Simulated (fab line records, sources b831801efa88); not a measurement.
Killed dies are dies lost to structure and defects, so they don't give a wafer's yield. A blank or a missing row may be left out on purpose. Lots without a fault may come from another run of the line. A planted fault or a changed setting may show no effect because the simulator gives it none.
Problem report in the 8D (eight disciplines) form, filled by code | flow gf180mcu | the parts of the form that need people (team, actions taken, sign-off) are left out

1. THE PROBLEM
SALICIDE_TIN_THK at GF_SALICIDE_THK_MEAS_05 reads a mean of 21.18 nm on 2 wafers of 2 lots; wafers without a fault read 19.80 nm with a standard deviation of 0.27. That is +5.1 standard deviations from the usual mean.
The step: measures by xrf.
First seen on wafer L585.5, day 22 12:47, on film_metro-04. The record holds 42 wafers of 14 lots with a number at this step. Rule for "out", or "out of limits": more than 4 standard deviations from the usual mean. The other wafers with a number count as sound.

2. WHAT IT IS AND WHAT IT IS NOT
question                    | is                | is not
which readings at this step | SALICIDE_TIN_THK  | -
which lots                  | L585, L586        | L566, L567, L569, L570, L572, L574, L576, L577, L578, L579, L583, L584
which wafers of those lots  | L585.5, L586.3    | L585.1, L585.4, L586.4, L586.6
read on which gauges        | film_metro-04     | film_metro-01, film_metro-03
when                        | from day 22 12:47 | up to then (38 sound wafers); but 2 sound wafers of L586 came after

3. SUSPECTS, AND WHAT RULES EACH OUT
Counting: a tool at a process step up to the reading stays a suspect if it ran every lot that is out. Sound lots after the first of them don't rule it out here, since some wafers of a struck lot are sound.
- the gauge at GF_SALICIDE_THK_MEAS_05: kept. All the wafers that are out were read on film_metro-04, and no step on other tools shows them out.
- pvd_sputter-03 at GF_SALICIDE_SPUTTER_03 (material TiN, target thk 20 nm, time 16.7 s): kept. It ran every lot that is out, first L585 (day 22 12:38); its last sound lot up to then is L579 (day 20 09:53).
Left after counting: pvd_sputter-03 at GF_SALICIDE_SPUTTER_03, film_metro-04 at GF_SALICIDE_THK_MEAS_05.

4. THE CAUSE (what the simulator had put in)
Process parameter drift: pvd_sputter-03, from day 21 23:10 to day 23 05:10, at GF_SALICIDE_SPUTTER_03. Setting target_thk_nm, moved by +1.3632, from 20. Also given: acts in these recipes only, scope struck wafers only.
Counting left 2 suspects, and this tool is among them.

5. THE CHAIN OF EFFECTS, in route order
Each row: a reading whose mean over the struck wafers that have a number lies more than 3 standard deviations from the usual. Only readings for which the record gives a usual standard deviation are gone through. hours: the time from each lot's start at the first step in this table that gives one to its start at this step, as a median over the lots. sigmas: the change in usual standard deviations.
hours | step                    | reading          | usual    | on struck wafers | change | sigmas
0     | GF_SALICIDE_THK_MEAS_05 | SALICIDE_TIN_THK | 19.80 nm | 21.18            | +1.38  | +5.1

6. WHAT WOULD HAVE CAUGHT IT SOONER
In this record the first reading out of limits at a measuring or inspecting step was taken at day 22 12:47, 14 hours after the fault began at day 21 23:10.
Of the tool readings at GF_SALICIDE_SPUTTER_03 for which the record gives a usual standard deviation, none was out on any struck wafer, so an alarm limit of 4 standard deviations on them would not have fired.
Of the lots that are out (2), L586 began GF_SALICIDE_SPUTTER_03 on pvd_sputter-03 after day 22 12:47. A hold on the tool at that time would have spared it.
